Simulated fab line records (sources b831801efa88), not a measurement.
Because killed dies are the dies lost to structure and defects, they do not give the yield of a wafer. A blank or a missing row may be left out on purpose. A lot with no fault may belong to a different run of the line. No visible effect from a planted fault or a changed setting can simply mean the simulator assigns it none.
Shared-tool check | flow gf180mcu | Sampled: 12 lots, 42 wafers

== REASON IT WAS OPENED ==
GF_VT_IMPLANT_RS_MEAS_46, reading MVSD_RS: flagged on 2 of 12 lots. Fault-free wafers read 462.7 ohm/sq, with a standard deviation of 1.2.
Rule: a lot is flagged in two cases, either no wafer of it has a number, or all its wafers with numbers fall more than 4 standard deviations from that mean. The other lots count as sound.

lot  | measured     | on            | MVSD_RS (ohm/sq), wafer by wafer    | flag
L781 | day 7 14:38  | film-metro-02 | 465.0 465.2 464.5                   |
L782 | day 7 20:01  | film-metro-04 | 463.1 463.3 461.9                   |
L784 | day 8 10:52  | film-metro-02 | 463.9 462.3 464.1                   |
L787 | day 9 08:27  | film-metro-02 | 461.9 461.1 462.4                   |
L788 | day 9 10:01  | film-metro-02 | 465.9 465.2 465.1                   |
L791 | day 10 10:55 | film-metro-04 | 451.2 450.9 450.7 451.1 450.6 450.4 | FLAGGED
L796 | day 11 17:57 | film-metro-02 | 464.0 463.0 462.4                   |
L797 | day 12 01:57 | film-metro-01 | 449.9 449.4 452.3 451.9 450.4 450.9 | FLAGGED
L799 | day 12 12:55 | film-metro-01 | 462.1 462.5 461.6                   |
L801 | day 13 11:31 | film-metro-02 | 462.0 462.6 462.8                   |
L802 | day 13 13:32 | film-metro-04 | 462.3 462.7 461.5                   |
L803 | day 13 14:49 | film-metro-01 | 462.8 462.4 463.8                   |
The mean of the flagged lots' numbers is 450.8 ohm/sq, -11.9 ohm/sq from the usual (-10 standard deviations).

== WHICH TOOL EACH LOT WENT THROUGH ==
The record holds 1 process step before the reading, out of a route of 602 steps. Every cell lists first the tool, next ch and the chambers used by the sampled wafers, and last the start.
lot  | flag    | GF_MVSD_IMPLANT_09
L781 |         | implanter-04 ch 0, day 4 10:46
L782 |         | implanter-04 ch 0, day 4 16:02
L784 |         | implanter-04 ch 0, day 5 04:32
L787 |         | implanter-01 ch 0, day 5 21:35
L788 |         | implanter-01 ch 0, day 6 02:40
L791 | FLAGGED | implanter-04 ch 0, day 6 21:44
L796 |         | implanter-02 ch 0, day 8 00:56
L797 | FLAGGED | implanter-04 ch 0, day 8 08:11
L799 |         | implanter-01 ch 0, day 8 18:14
L801 |         | implanter-02 ch 0, day 9 07:29
L802 |         | implanter-02 ch 0, day 9 15:29
L803 |         | implanter-01 ch 0, day 9 18:43
These steps, and what they do:
- GF_MVSD_IMPLANT_09
- GF_VT_IMPLANT_RS_MEAS_46: measures by four-point-probe.

== FLAGGED AGAINST TOTAL, ONE TOOL AT A TIME (gauges that did the reading follow at the end) ==
step                     | tool          | lots run | flagged | share of the flagged lots | sound lots run after its first flagged lot
GF_MVSD_IMPLANT_09       | implanter-01  | 4        | 0       | none                      | -
GF_MVSD_IMPLANT_09       | implanter-02  | 3        | 0       | none                      | -
GF_MVSD_IMPLANT_09       | implanter-04  | 5        | 2       | all                       | 0
GF_VT_IMPLANT_RS_MEAS_46 | film-metro-01 | 3        | 1       | some                      | 2 (L799,L803)
GF_VT_IMPLANT_RS_MEAS_46 | film-metro-02 | 6        | 0       | none                      | -
GF_VT_IMPLANT_RS_MEAS_46 | film-metro-04 | 3        | 1       | some                      | 1 (L802)

== WHAT IS ALLOWED BY THE TABLE ==
Rows of the table that ran each flagged lot: 1, that is implanter-04 at GF_MVSD_IMPLANT_09.
- implanter-04 at GF_MVSD_IMPLANT_09: 2 of its 5 lots flagged. Last sound lot L784 at day 5 04:32, first flagged lot L791 at day 6 21:44; a fault beginning in between fits. Its own readings (dose-ions-cm2, faraday-current-uA) fall more than 4 standard deviations out on all wafers of the flagged lots.
implanter-04 at GF_MVSD_IMPLANT_09 is the single tool remaining.

== WHAT WAS PUT IN BY THE SIMULATOR ==
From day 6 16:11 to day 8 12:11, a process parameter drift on implanter-04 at GF_MVSD_IMPLANT_09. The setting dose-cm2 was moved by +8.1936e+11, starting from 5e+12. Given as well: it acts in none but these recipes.
Struck lots among those shown: L791, L797. The rule above reached the same finding.
